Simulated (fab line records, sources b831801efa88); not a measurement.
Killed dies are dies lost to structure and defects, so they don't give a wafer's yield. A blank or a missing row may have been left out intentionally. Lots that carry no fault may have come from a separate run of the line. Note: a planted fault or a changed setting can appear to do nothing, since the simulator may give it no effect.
8D (eight disciplines) problem report, filled in by code :: flow gf180mcu :: the parts of the form that need people (team, actions taken, sign-off) are left out

1. THE PROBLEM
V2_CVD_02_THK at GF_V2_THK_MEAS_03 reads a mean of 646 nm on 3 wafers of 2 lots; wafers without a fault read 851 nm with a standard deviation of 11. That is -19 standard deviations from the usual mean.
First seen on wafer L412.1, day 24 03:56, on film_metro-02. Wafers with a number at this step in the record: 39, from 13 lots. By rule, "out" or "out of limits" means more than 4 standard deviations away from the usual mean. All remaining wafers that have a number are taken as sound.

2. WHAT IT IS; WHAT IT IS NOT
question: which readings at this step
is: V2_CVD_02_THK
is not: -

question: which lots
is: L412, L413
is not: L400, L401, L402, L403, L404, L405, L406, L418, L419, L421, L422

question: which wafers of those lots
is: L412.1, L412.6, L413.1
is not: L412.5, L413.4, L413.5

question: read on which gauges
is: film_metro-02
is not: film_metro-01, film_metro-04

question: when
is: from day 24 03:56
is not: up to then (22 sound wafers); but 14 sound wafers of L413, L418, L419, L421, L422 came after

3. SUSPECTS, AND WHAT RULES EACH OUT
Counting: a tool at a process step up to the reading stays a suspect if it ran every lot that is out. Sound lots after the first of them don't rule it out here, since some wafers of a struck lot are sound.
- the gauge at GF_V2_THK_MEAS_03: ruled out. All the wafers that are out were read on film_metro-02, but those of them that GF_V2_CMP_04 has rows for are out there too, on other tools.
- plasma_asher-01 at GF_V1_STRIP_18 (strips in O2/N2): kept. Ran every lot that is out, first one L412 (day 23 02:44); last sound lot up to then L404 (day 19 08:33).
- pecvd-02 at GF_V2_CVD_02 (deposits SiO2 from TEOS, target thk 850 nm, time 94.851 s): kept. Ran every lot that is out, first one L412 (day 24 03:52); last sound lot up to then L405 (day 20 23:58).
Left after counting: plasma_asher-01 at GF_V1_STRIP_18, pecvd-02 at GF_V2_CVD_02.

4. THE CAUSE (what the simulator had put in)
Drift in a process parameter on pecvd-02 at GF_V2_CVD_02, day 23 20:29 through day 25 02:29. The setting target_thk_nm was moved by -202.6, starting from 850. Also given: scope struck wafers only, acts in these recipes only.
2 suspects survive the count, and this tool is in that group.

5. THE EFFECT CHAIN, in route order
Each row: a reading where the mean over the struck wafers with a number is more than 3 standard deviations away from the usual. Readings are gone through only where the record gives a usual standard deviation; hours: the median, over the lots, of the time from a lot's start at the first step in this table giving one to that lot's start at this step; sigmas: the change measured in usual standard deviations.
hours: 0
step: GF_V2_THK_MEAS_03
reading: V2_CVD_02_THK
usual: 851 nm
on struck wafers: 646
change: -205
sigmas: -19

hours: 13
step: GF_V2_CMP_04
reading: time_to_endpoint_s
usual: 82 s
on struck wafers: 5
change: -77
sigmas: -18
Its process steps:
- GF_V2_CMP_04: polishes SiO2.

6. WHAT WOULD HAVE CAUGHT IT SOONER
7 hours passed between the start of the fault at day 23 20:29 and the first reading out of limits at a measuring or inspecting step in this record, taken at day 24 03:56.
Tool readings at GF_V2_CVD_02 with a usual standard deviation given in the record: none out on any struck wafer, hence no alarm at a limit of 4 standard deviations on them.
Of the lots that are out (2), L413 began GF_V2_CVD_02 on pecvd-02 after day 24 03:56. A hold on the tool at that time would have spared it.
